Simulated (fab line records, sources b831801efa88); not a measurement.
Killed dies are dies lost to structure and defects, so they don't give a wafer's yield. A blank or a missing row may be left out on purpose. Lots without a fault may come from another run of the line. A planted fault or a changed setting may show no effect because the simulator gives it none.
Which tool did it? | flow sky130 | 15 lots, 45 wafers sampled, at 3 steps of a route of 708

WHAT THE GAUGES READ, wafer by wafer
SKY_LI_CONTACT_RS_MEAS_22: measures by four-point-probe.
lot  | measured     | on            | LI_CONTACT_W_RS (ohm/sq)
L297 | day 28 13:47 | film_metro-01 | 0.2897 0.2850 0.2895
L298 | day 28 22:36 | film_metro-02 | 0.2868 0.2852 0.2856
L299 | day 29 12:11 | film_metro-02 | 0.2875 0.2890 0.2837
L300 | day 29 19:43 | film_metro-03 | 0.2816 0.2807 0.2824
L301 | day 30 04:04 | film_metro-02 | 0.2852 0.2884 0.2870
L303 | day 31 01:01 | film_metro-01 | 0.2874 0.2896 0.2881
L304 | day 31 06:17 | film_metro-03 | 0.2857 0.2797 0.2856
L306 | day 33 03:53 | film_metro-01 | 0.2847 0.2877 0.2840
L307 | day 33 05:13 | film_metro-02 | 0.2844 0.2867 0.2860
L309 | day 33 10:58 | film_metro-01 | 0.2875 0.2881 0.2865
L310 | day 33 14:40 | film_metro-03 | 0.2865 0.2836 0.2878
L312 | day 34 06:25 | film_metro-03 | 24.883 24.730 24.593
L313 | day 34 15:33 | film_metro-01 | 25.032 24.672 24.864
L314 | day 34 23:07 | film_metro-01 | 25.083 25.282 25.378
L316 | day 35 09:01 | film_metro-03 | 0.2831 0.2837 0.2816

SKY_LI_CONTACT_THK_MEAS_23: measures by xrf.
lot  | measured     | on            | LI_CONTACT_W_THK (nm)
L297 | day 28 13:52 | film_metro-01 | 383 387 384
L298 | day 28 22:42 | film_metro-02 | 391 390 394
L299 | day 29 12:17 | film_metro-02 | 391 386 393
L300 | day 29 19:49 | film_metro-03 | 393 395 391
L301 | day 30 04:10 | film_metro-02 | 387 385 386
L303 | day 31 01:08 | film_metro-01 | 395 392 397
L304 | day 31 06:22 | film_metro-03 | 390 397 393
L306 | day 33 04:00 | film_metro-01 | 389 387 392
L307 | day 33 05:19 | film_metro-02 | 393 391 390
L309 | day 33 11:05 | film_metro-01 | 383 385 387
L310 | day 33 14:46 | film_metro-03 | 385 390 382
L312 | day 34 06:32 | film_metro-03 | <0 <0 -
L313 | day 34 15:40 | film_metro-01 | <0 - -
L314 | day 34 23:14 | film_metro-01 | <0 - <0
L316 | day 35 09:07 | film_metro-03 | 395 395 397

WHICH TOOL RAN EACH LOT (tool, then ch and the chambers of the sampled wafers, then the start)
lot  | SKY_LI_CONTACT_CVD_21
L297 | cvd_w-02 ch 0,1, day 28 13:38
L298 | cvd_w-01 ch 0,1, day 28 22:29
L299 | cvd_w-02 ch 0,1, day 29 12:04
L300 | cvd_w-01 ch 0,1, day 29 19:36
L301 | cvd_w-02 ch 0,1, day 30 03:55
L303 | cvd_w-02 ch 0,1, day 31 00:53
L304 | cvd_w-01 ch 0,1, day 31 06:08
L306 | cvd_w-01 ch 0,1, day 33 03:45
L307 | cvd_w-02 ch 0,1, day 33 05:05
L309 | cvd_w-01 ch 0,1, day 33 10:50
L310 | cvd_w-02 ch 0,1, day 33 14:32
L312 | cvd_w-01 ch 0,1, day 34 06:18
L313 | cvd_w-02 ch 0,1, day 34 15:26
L314 | cvd_w-02 ch 0,1, day 34 22:59
L316 | cvd_w-01 ch 0,1, day 35 08:53
- SKY_LI_CONTACT_CVD_21: deposits W, target thk 400 nm, time 120.56 s.

WHAT THE TOOLS THEMSELVES READ (means of the sampled wafers that have a number; where no wafer has one, the mark that the record gives instead)
SKY_LI_CONTACT_CVD_21.
lot  | tool     | chamber_pressure_Torr (Torr) | heater_power_outer_w (W) | heater_power_w (W)
L297 | cvd_w-02 | 39.86                        | 522                      | 880
L298 | cvd_w-01 | 39.93                        | 452                      | 770
L299 | cvd_w-02 | 40.02                        | 543                      | 909
L300 | cvd_w-01 | 40.01                        | 455                      | 786
L301 | cvd_w-02 | 39.85                        | 545                      | 929
L303 | cvd_w-02 | 40.07                        | 521                      | 888
L304 | cvd_w-01 | 40.09                        | 452                      | 761
L306 | cvd_w-01 | 40.01                        | 449                      | 765
L307 | cvd_w-02 | 40.08                        | 546                      | 933
L309 | cvd_w-01 | 39.93                        | 458                      | 766
L310 | cvd_w-02 | 39.99                        | 551                      | 920
L312 | cvd_w-01 | -                            | -                        | -
L313 | cvd_w-02 | -                            | -                        | -
L314 | cvd_w-02 | -                            | -                        | -
L316 | cvd_w-01 | 40.09                        | 459                      | 773

THE ANSWER, worked out from the rows above alone
Rule: what is usual is taken from the lots themselves. Put in order of their means at a reading, lots are off if they are a third of the lots or fewer, leave a main group of 4 or more, and stand apart from it by a gap of 3 or more times the standard deviation of the main group's means; of several such gaps the widest counts. A main group whose means are all the same, to the digits that the tables above print for the reading, isn't used. A lot without any number at a reading at which 4 lots or more have one is off too. The other lots that the step has rows for count as sound. The gauges are gone through in route order, then the tools' own readings, and for those a lot's mean is taken as printed above. The first step at which some lot is off is used, and at that step the reading that is off furthest; a lot without a number counts as furthest.
Off: L312, L313, L314, at SKY_LI_CONTACT_RS_MEAS_22 (LI_CONTACT_W_RS). The main group: mean 0.2857 ohm/sq, standard deviation 0.002.
A tool fits if, at a process step before that reading, it ran every lot that is off, and no sound lot after the first of them. The gauges at SKY_LI_CONTACT_RS_MEAS_22 aren't tried: what is off there is off at SKY_LI_CONTACT_CVD_21 too, on other tools, and a gauge's error can't cause that. None of those tried fits.

WHAT THE SIMULATOR HAD PUT IN
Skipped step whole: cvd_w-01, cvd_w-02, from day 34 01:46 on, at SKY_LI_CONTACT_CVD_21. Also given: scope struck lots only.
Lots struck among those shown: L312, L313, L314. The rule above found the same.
